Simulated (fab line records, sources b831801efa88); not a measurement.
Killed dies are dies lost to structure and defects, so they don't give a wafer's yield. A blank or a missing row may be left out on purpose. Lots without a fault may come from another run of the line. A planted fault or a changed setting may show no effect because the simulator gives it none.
Split-lot experiment | flow sky130 | 5 lots, 23 wafers read, on a route of 708 steps

THE SPLIT
At SKY_NWELL_SOFTBAKE_19, the setting temp_c was moved away from the recipe's 110 C on 7 of the 23 wafers read, by +2.1% to +3.4%. The other wafers ran this setting at the recipe's value.

The reading is taken at the split's own step.

THE READING
coat_of_NWELL_COAT_18.thk_nm (the simulator's own value, which no gauge read), in nm, at SKY_NWELL_SOFTBAKE_19. The file gives no usual value for it. The 16 wafers here that ran the recipe average 2994 nm, standard deviation 8 nm.

wafer  | tool, chamber at the split | temp_c as run, C | against the recipe | coat_of_NWELL_COAT_18.thk_nm, nm | against lot-mates on the recipe
L074.1 | litho_track-02, 0          | 110              | recipe             | 2998                             | -
L074.2 | litho_track-02, 0          | 112.3            | +2.1%              | 2993                             | -11
L074.3 | litho_track-02, 0          | 112.3            | +2.1%              | 2988                             | -16
L074.4 | litho_track-02, 0          | 110              | recipe             | 3004                             | -
L074.5 | litho_track-02, 0          | 110              | recipe             | 3011                             | -
L075.1 | litho_track-03, 0          | 110              | recipe             | 2985                             | -
L075.4 | litho_track-03, 0          | 110              | recipe             | 2977                             | -
L075.5 | litho_track-03, 0          | 110              | recipe             | 2984                             | -
L077.1 | litho_track-04, 0          | 110              | recipe             | 2995                             | -
L077.2 | litho_track-04, 0          | 110              | recipe             | 2992                             | -
L077.4 | litho_track-04, 0          | 110              | recipe             | 2990                             | -
L077.5 | litho_track-04, 0          | 110              | recipe             | 3000                             | -
L077.6 | litho_track-04, 0          | 110              | recipe             | 2994                             | -
L080.2 | litho_track-02, 0          | 113.2            | +2.9%              | 2983                             | -18
L080.3 | litho_track-02, 0          | 113.2            | +2.9%              | 2967                             | -34
L080.4 | litho_track-02, 0          | 110              | recipe             | 3001                             | -
L080.5 | litho_track-02, 0          | 110              | recipe             | 3000                             | -
L080.6 | litho_track-02, 0          | 113.2            | +2.9%              | 2980                             | -20
L084.1 | litho_track-03, 0          | 110              | recipe             | 2995                             | -
L084.2 | litho_track-03, 0          | 113.7            | +3.4%              | 2972                             | -22
L084.3 | litho_track-03, 0          | 110              | recipe             | 2992                             | -
L084.5 | litho_track-03, 0          | 110              | recipe             | 2994                             | -
L084.6 | litho_track-03, 0          | 113.7            | +3.4%              | 2959                             | -35

THE FIT
A straight line over all 23 wafers: coat_of_NWELL_COAT_18.thk_nm changes by -6.64 nm for each +1% of temp_c; r = -0.73; the points scatter about the line by 8.6 nm.
The same after taking each lot's own level away (the mean of its wafers on the recipe; 23 wafers): -8.07 nm for each +1%; r = -0.92; scatter 4.6 nm.
On that fit, the largest move of temp_c shifts the reading by 27 nm.
The lots' own levels span 2982.0 to 3004.3 nm, that is 2.8 times the standard deviation above.
So the lot-to-lot level blurs the effect unless lot-mates are compared.
Check: with one of the wafers moved furthest among these (+3.4%) left out of the fit, the line predicts -28.3 nm for it against its lot-mates. It came out at -21.7 nm against them.

OTHER SPLITS ON THESE WAFERS
These wafers also went through other splits before the reading. Each is held against what the fit with the lots' levels taken away leaves over:
other split on the same wafers       | wafers away from the commonest value | r with coat_of_NWELL_COAT_18.thk_nm (lot level and that fit taken away)
SKY_FIELD_ISO_OXIDATION_01 ox_time_s | 10                                   | +0.08
SKY_FIELD_ISO_OXIDATION_22 ox_time_s | 18                                   | +0.04
SKY_PWDE_COAT_02 resist_thk_nm       | 6                                    | +0.12
SKY_NWELL_IMPLANT_11 dose_cm2        | 8                                    | +0.04

THE WHOLE CHAIN: every reading that the file lists as answering this split, in the file's order
step                  | what it does    | reading                                                                       | change (the file's fit)              | r (the file's)
SKY_NWELL_SOFTBAKE_19 |                 | coat_of_NWELL_COAT_18.thk_nm (the simulator's own value, which no gauge read) | -8 nm for each +1% of the setting    | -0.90
SKY_NWELL_STRIP_25    | strips in O2/N2 | strip_time_to_endpoint_s                                                      | withheld for each +1% of the setting | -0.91

THE FILE'S OWN FIT
coat_of_NWELL_COAT_18.thk_nm changes by -8 nm for each +1% of temp_c, r = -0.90.
